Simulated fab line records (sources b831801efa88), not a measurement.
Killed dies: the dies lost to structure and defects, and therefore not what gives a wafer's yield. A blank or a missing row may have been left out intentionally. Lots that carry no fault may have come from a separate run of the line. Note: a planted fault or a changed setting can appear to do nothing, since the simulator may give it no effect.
A lot that was struck, set against a sound lot -- flow sfq line -- 26 out of 325 route steps
Sound: the wafers L714.4, L714.5, L714.6. Struck: wafers L734.3, L734.4. (L734.6 of the same lot was not struck and is left out.) The cause comes at the end.
Order at every step that has rows: each side's tool, ch and its chambers, its first start. Under that, the readings that differ: sound wafers -- struck wafers -- difference of the means -- sigmas: that difference in standard deviations of wafers without a fault.
alike: words and numbers the same on both sides, and readings whose means are apart by under 2 such deviations; not compared: readings that were withheld, readings missing a value for some wafer, numbers with overlapping values and no deviation given by the record, and bounds like >300 which may hide the same value.
A row with sigmas, a row that says differs or no value, or rows on one side alone: a step with any of these is where the two part. When numbers do not overlap yet have no deviation, they are printed without sigmas and do not part them. A reading missing from all wafers of one side parts the sides only when that side holds two or more wafers.

SFQ_L0_RS_MEAS_901: measures by four-point-probe.
  sound: film metro-04 at day 1 17:37; struck: film metro-03 at day 5 21:36
  alike: L0_MONX_KI_RS
SFQ_L0_THK_MEAS_902: measures by xrf.
  sound: film metro-04 at day 1 17:43; struck: film metro-03 at day 5 21:42
  alike: L0_MONX_KI_THK
then, 6 steps without rows for these wafers: SFQ_TRILAYER_L0_LITHO_COAT_010 (resist thk 62 nm); SFQ_TRILAYER_L0_LITHO_COAT_005 (resist thk 595 nm); SFQ_TRILAYER_L0_LITHO_SOFTBAKE_009; SFQ_TRILAYER_L0_LITHO_EXPOSE_006 (exposes mask L0, target cd 2000 nm); SFQ_TRILAYER_L0_LITHO_PEB_008 (peb time 60 s); SFQ_TRILAYER_L0_LITHO_DEVELOP_007 (time 60 s).
-- the record jumps here: 3 days lie between the struck wafers' starts before and after --
SFQ_TRILAYER_L0_BARC_OPEN_METAL_ETCH_010: etches BARC in O2, target depth 125 nm, time 41.7 s.
  sound on rie metal-02 ch 0,1, day 2 12:54; struck on rie metal-03 ch 0,1, day 9 00:03
  alike: drypump motor current A, oes product au
  not compared: rf hours counter h
SFQ_TRILAYER_L0_ETCH_METAL_ETCH_008: etches MoNx KI in SF6/O2, stops on SiO2, target depth 50 nm, time 25 s.
  sound on rie metal-02 ch 0,1, day 2 12:57; struck on rie metal-03 ch 0,1, day 9 00:06
  alike: drypump motor current A, oes product au
  not compared: rf hours counter h
SFQ_TRILAYER_L0_STRIP_STRIP_009: strips in O2.
  sound on rie metal-02 ch 0,1, day 2 13:11; struck on rie metal-03 ch 0,1, day 9 00:20
  alike: drypump motor current A, oes product au
  not compared: rf hours counter h
then, 1 step without rows for these wafers: SFQ_TRILAYER_L0_STRIP_SOLV_CLEAN_010 (cleans in NMP, time 600 s).
SFQ_TRILAYER_L0_CAP_PECVD_011: deposits SiO2 from SiH4/N2O, time 13.333 s, target thk 60 nm.
  sound on pecvd-03 ch 0,1,2, day 2 13:56; struck on pecvd-03 ch 2, day 9 00:55
reading,sound,struck,difference,sigmas
rf fwd power W (W),182.5 180.3 179.1,150.5 149.9,-30.4,-30
model.SiO2_of_TRILAYER_L0_CAP_PECVD_011.thk nm (nm),60.73 59.41 61.52,57.11 58.26,-2.87,
  alike: heater power w, throttle valve pct
then, 6 steps without rows for these wafers: SFQ_TRILAYER_L0_VIA_LITHO_COAT_018 (resist thk 62 nm); SFQ_TRILAYER_L0_VIA_LITHO_COAT_013 (resist thk 639.5 nm); SFQ_TRILAYER_L0_VIA_LITHO_SOFTBAKE_017; SFQ_TRILAYER_L0_VIA_LITHO_EXPOSE_014 (exposes mask L0V, target cd 700 nm); SFQ_TRILAYER_L0_VIA_LITHO_PEB_016 (peb time 60 s); SFQ_TRILAYER_L0_VIA_LITHO_DEVELOP_015 (time 60 s).
-- the record jumps here: 5 days lie between the struck wafers' starts before and after --
SFQ_L0V_OVL_MEAS_903:
  sound: overlay-01 at day 5 07:07; struck: overlay-02 at day 13 14:06
  alike: L0V_OVL
then, 1 step without rows for these wafers: SFQ_TRILAYER_L0_VIA_BARC_OPEN_VIA_ETCH_021 (etches BARC in O2, target depth 125 nm, time 41.7 s).
SFQ_TRILAYER_L0_VIA_ETCH_VIA_ETCH_016: etches SiO2 in CHF3, stops on MoNx KI, target depth 80 nm.
  sound on rie diel-03 ch 0,1,3, day 5 07:11; struck on rie diel-04 ch 1,3, day 13 14:10
reading,sound,struck,difference,sigmas
oes product au (a.u.),0.846 0.829 0.861,0.825 0.822,-0.022,-3
model.L0V.feature depth nm (nm),60.73 59.41 61.52,57.11 58.26,-2.87,
model.etch.depth nm (nm),60.73 59.41 61.52,57.11 58.26,-2.87,
  alike: drypump motor current A
SFQ_TRILAYER_L0_VIA_STRIP_STRIP_017: strips in O2.
  sound on rie metal-01 ch 0,1, day 5 07:25; struck on rie metal-01 ch 0,1, day 13 14:25
  alike: drypump motor current A, oes product au
  not compared: rf hours counter h
then, 1 step without rows for these wafers: SFQ_TRILAYER_L0_VIA_STRIP_SOLV_CLEAN_018 (cleans in NMP, time 600 s).
SFQ_TRILAYER_M0_DEP_PRE_CLEAN_020: time 15 s.
  sound: pvd sputter-04 at day 5 08:00; struck: pvd sputter-06 at day 13 15:00
reading,sound,struck,difference,sigmas
model.SiO2_of_TRILAYER_L0_CAP_PECVD_011.thk nm (nm),55.73 54.41 56.52,52.11 53.26,-2.87,
SFQ_TRILAYER_M0_DEP_SPUTTER_019: material Nb, target thk 200 nm, time 133.3 s.
  sound: pvd sputter-04 at day 5 08:01; struck: pvd sputter-06 at day 13 15:02
  alike: chamber pressure pa, throttle valve pct

== WHERE THEY PART ==
First at SFQ_TRILAYER_L0_CAP_PECVD_011; last, within this record, at SFQ_TRILAYER_L0_VIA_ETCH_VIA_ETCH_016. Later steps at which nothing parts them and some readings are alike: SFQ_TRILAYER_L0_VIA_STRIP_STRIP_017, SFQ_TRILAYER_M0_DEP_SPUTTER_019.

WHY: the cause the simulator had injected
pecvd-03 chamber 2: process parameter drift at SFQ_TRILAYER_L0_CAP_PECVD_011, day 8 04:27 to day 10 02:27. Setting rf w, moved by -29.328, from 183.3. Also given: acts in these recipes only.
